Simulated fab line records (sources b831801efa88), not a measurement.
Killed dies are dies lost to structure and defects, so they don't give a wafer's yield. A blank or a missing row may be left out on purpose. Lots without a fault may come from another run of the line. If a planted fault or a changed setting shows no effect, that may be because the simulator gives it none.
Comparing a struck lot with a sound one -- flow sky130 -- 15 steps out of a route of 708
Sound: wafers L559.1, L559.3, L559.5. Wafers struck: L570.4, L570.5, L570.6. The cause is given at the end.
Each step with rows lists, per side, the tool, then ch with its chambers, then its first start. Under that, the readings that differ: sound wafers -- struck wafers -- difference of the means -- sigmas: that difference in standard deviations of wafers without a fault.
alike: same words and numbers on both sides, and readings whose means sit less than 2 such deviations apart. not compared: any withheld reading, any reading some wafer has no value for, any bound like >300 that may hide the same value, and any number with overlapping values for which the record gives no deviation.
Wherever a step has rows on one side only, a row that says differs or no value, or a row with sigmas, the two part there. When numbers do not overlap yet have no deviation, they are printed without sigmas and do not part them. A reading that every wafer of one side lacks parts them only if that side has two wafers or more.

first, 6 steps without rows for these wafers: SKY_CONTACT_COAT_08 (resist thk 60 nm); SKY_CONTACT_COAT_09 (resist thk 450 nm); SKY_CONTACT_SOFTBAKE_10 (time 90 s); SKY_CONTACT_EXPOSE_11 (exposes mask CTM1, target cd 170 nm); SKY_CONTACT_PEB_12; SKY_CONTACT_DEVELOP_13 (develop time 60 s).
SKY_CONTACT_CD_MEAS_14: target cd 170 nm.
  sound on cd_sem-01, day 32 11:36; struck on cd_sem-02, day 36 02:35
  alike: cd_nm
SKY_CONTACT_OVL_MEAS_15:
  sound on overlay-02, day 32 11:43; struck on overlay-02, day 36 02:40
  alike: CONTACT_OVL
SKY_CONTACT_ETCH_16: etches BARC in N2/H2, stops on SiO2, time 45.9 s, target depth 60 nm.
  sound on rie_diel-03 ch 0,1,2, day 32 11:45; struck on rie_diel-01 ch 2,3, day 36 02:41
  alike: drypump_motor_current_A, oes_product_au, throttle_valve_pct
  not compared: rf_hours_counter_h
SKY_CONTACT_ETCH_17: etches SiO2 in C4F8/O2/Ar, stops on Si3N4, target depth 340 nm.
  sound on rie_diel-03 ch 0,1,2, day 32 11:48; struck on rie_diel-01 ch 2,3, day 36 02:43
  alike: oes_product_au
SKY_CONTACT_ETCH_18: etches Si3N4 in CHF3/O2, stops on TiN, time 39 s, target depth 75 nm.
  sound on rie_diel-03 ch 0,1,2; struck on rie_diel-01 ch 2,3
  alike: drypump_motor_current_A, oes_product_au, throttle_valve_pct
  not compared: rf_hours_counter_h
SKY_CONTACT_STRIP_19: strips in O2/N2.
  sound on plasma_asher-01 ch 0,1, day 32 11:53; struck on plasma_asher-03 ch 0,1, day 36 02:51
  alike: chamber_pressure_mTorr, drypump_motor_current_A, oes_product_au, strip_time_to_endpoint_s
  not compared: rf_hours_counter_h
SKY_CONTACT_STRIP_20: strips in post etch residue remover, time 1200 s.
  sound on wet_bench-02 ch 2, day 32 11:59; struck on wet_bench-04 ch 2, day 36 02:55
  no value came back on the struck wafers for bath_guard_temp_C (C), bath_heat_duty_pct (%), temp_c (C); on the sound wafers bath_guard_temp_C (C) reads 71.3 71.4 71.3
then, 1 step without rows for these wafers: SKY_CONTACT_CLEAN_21 (cleans in IPA, time 180 s).
-- the record jumps here: 13 days lie between the struck wafers' starts before and after (it left off in module CONTACT and takes up again in module PAD_OPEN, whose first step shown is number 708 of the route) --
SKY_PAD_OPEN_PROBE_99:
  sound on prober-01, day 46 11:15; struck on prober-01, day 49 03:13
reading,sound,struck,difference,sigmas
model.etest.mcon_chain.rc_ohm,16.7 16.89 15.79,20.02 19.83 20.25,+3.57,
  alike: killed_at_M0_to_M3, killed_at_M4_up, killed_at_contacts, killed_at_front_end, killed_at_other, killed_dies, killed_open, killed_short

== WHERE THEY PART ==
SKY_CONTACT_STRIP_20 only, going by this record. Later steps at which nothing parts them and some readings are alike: SKY_PAD_OPEN_PROBE_99.

WHY: the cause the simulator had injected
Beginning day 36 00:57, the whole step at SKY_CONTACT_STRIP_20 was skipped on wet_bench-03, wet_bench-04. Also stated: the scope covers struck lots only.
